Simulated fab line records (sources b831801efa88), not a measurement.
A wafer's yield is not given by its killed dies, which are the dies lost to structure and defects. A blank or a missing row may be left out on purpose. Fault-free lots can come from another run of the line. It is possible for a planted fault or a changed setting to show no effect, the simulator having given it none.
Split-lot experiment -- flow sky130 -- 23 wafers read across 5 lots, on a route 708 steps long

## ABOUT THE SPLIT
At SKY_VT_ADJUST_NCORE_COAT_02 (resist thk 1140 nm), the setting resist thk nm was moved away from the recipe's 1140 nm on 4 of the 23 wafers read, by +4.3% to +5.8%. All remaining wafers had this setting at the recipe value.

## FROM THE SPLIT TO THE READING: what the file shows between them, 4 steps
- SKY_VT_ADJUST_NCORE_SOFTBAKE_03: time 58.15 s
- SKY_VT_ADJUST_NCORE_EXPOSE_04: exposes mask LVTN COMPLEMENT THIN, target cd 380 nm
- SKY_VT_ADJUST_NCORE_PEB_05
- SKY_VT_ADJUST_NCORE_DEVELOP_06: develop time 60 s

## THE READING
cd nm (nm) at SKY_VT_ADJUST_NCORE_CD_MEAS_07, where the cd target is 380 nm. Typical for fault-free wafers on this fab line: 379.5 nm, with standard deviation 2.9 nm.

wafer,"tool, chamber at the split","resist thk nm as run, nm",against the recipe,"cd nm, nm",against lot-mates on the recipe
L074.1,"litho track-03, 0",1140,recipe,379.1,-
L074.4,"litho track-03, 0",1140,recipe,380.1,-
L074.6,"litho track-03, 0",1140,recipe,377.0,-
L077.1,"litho track-01, 0",1140,recipe,377.3,-
L077.2,"litho track-01, 0",1140,recipe,379.4,-
L077.3,"litho track-01, 0",1140,recipe,379.2,-
L077.4,"litho track-01, 0",1206,+5.8%,370.2,-8.4
L077.5,"litho track-01, 0",1206,+5.8%,369.4,-9.2
L081.1,"litho track-04, 0",1140,recipe,382.7,-
L081.2,"litho track-04, 0",1140,recipe,381.7,-
L081.4,"litho track-04, 0",1140,recipe,382.4,-
L081.5,"litho track-04, 0",1140,recipe,380.1,-
L081.6,"litho track-04, 0",1140,recipe,381.8,-
L082.1,"litho track-01, 0",1140,recipe,379.8,-
L082.2,"litho track-01, 0",1189,+4.3%,377.2,-3.2
L082.3,"litho track-01, 0",1140,recipe,381.2,-
L082.4,"litho track-01, 0",1189,+4.3%,378.4,-2.0
L082.6,"litho track-01, 0",1140,recipe,380.3,-
L084.1,"litho track-01, 0",1140,recipe,374.9,-
L084.3,"litho track-01, 0",1140,recipe,378.1,-
L084.4,"litho track-01, 0",1140,recipe,377.0,-
L084.5,"litho track-01, 0",1140,recipe,375.8,-
L084.6,"litho track-01, 0",1140,recipe,377.0,-

THE FIT
A straight line over all 23 wafers: cd nm changes by -1.18 nm for each +1% of resist thk nm; r = -0.69; the points scatter about the line by 2.5 nm.
The same after taking each lot's own level away (the mean of its wafers on the recipe; 23 wafers): -1.21 nm for each +1%; r = -0.87; scatter 1.4 nm.
The reading moves by 7 nm for the largest change in resist thk nm, on that fit.
Across the lots, their own levels run from 376.56 to 381.74 nm, a range of 1.8 times the standard deviation given above.
So the lot-to-lot level blurs the effect unless lot-mates are compared.
Check: -6.26 nm against its lot-mates is what the line predicts for one of the wafers moved furthest among these (+5.8%) when that wafer is left out of the fit. Against them it came out at -8.43 nm.

## FURTHER SPLITS ON THESE WAFERS
Before the reading, these wafers also passed through other splits. Each is held against what the fit with the lots' levels taken away leaves over:
other split on the same wafers,wafers away from the commonest value,r with cd nm (lot level and that fit taken away)
SKY_FIELD_ISO_OXIDATION_01 temp c,10,-0.44
SKY_DNWELL_COAT_02 resist thk nm,5,-0.31
SKY_PWDE_COAT_02 resist thk nm,6,-0.11
SKY_PWDE_IMPLANT_08 dose cm2,9,-0.23
SKY_NWELL_IMPLANT_13 energy kev,10,+0.21
SKY_NWELL_IMPLANT_24 energy kev,7,-0.55
SKY_VT_ADJUST_HVTP_DEVELOP_06 develop time s,7,+0.23
SKY_VT_ADJUST_LVTN_IMPLANT_08 dose cm2,7,+0.11

## THE WHOLE CHAIN: every reading that the file lists as answering this split, in the file's order
step,what it does,reading,change (the file's fit),r (the file's)
SKY_VT_ADJUST_NCORE_COAT_02,resist thk 1140 nm,"NOVOLAK_of_VT_ADJUST_NCORE_COAT_02.thk nm (the simulator's own value, which no gauge read)",+11.6 nm for each +1% of the setting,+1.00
SKY_VT_ADJUST_NCORE_CD_MEAS_07,target cd 380 nm,cd nm,-1.2 nm for each +1% of the setting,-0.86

## FILE'S OWN FIT
cd nm changes by -1.2 nm for each +1% of resist thk nm, r = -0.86.
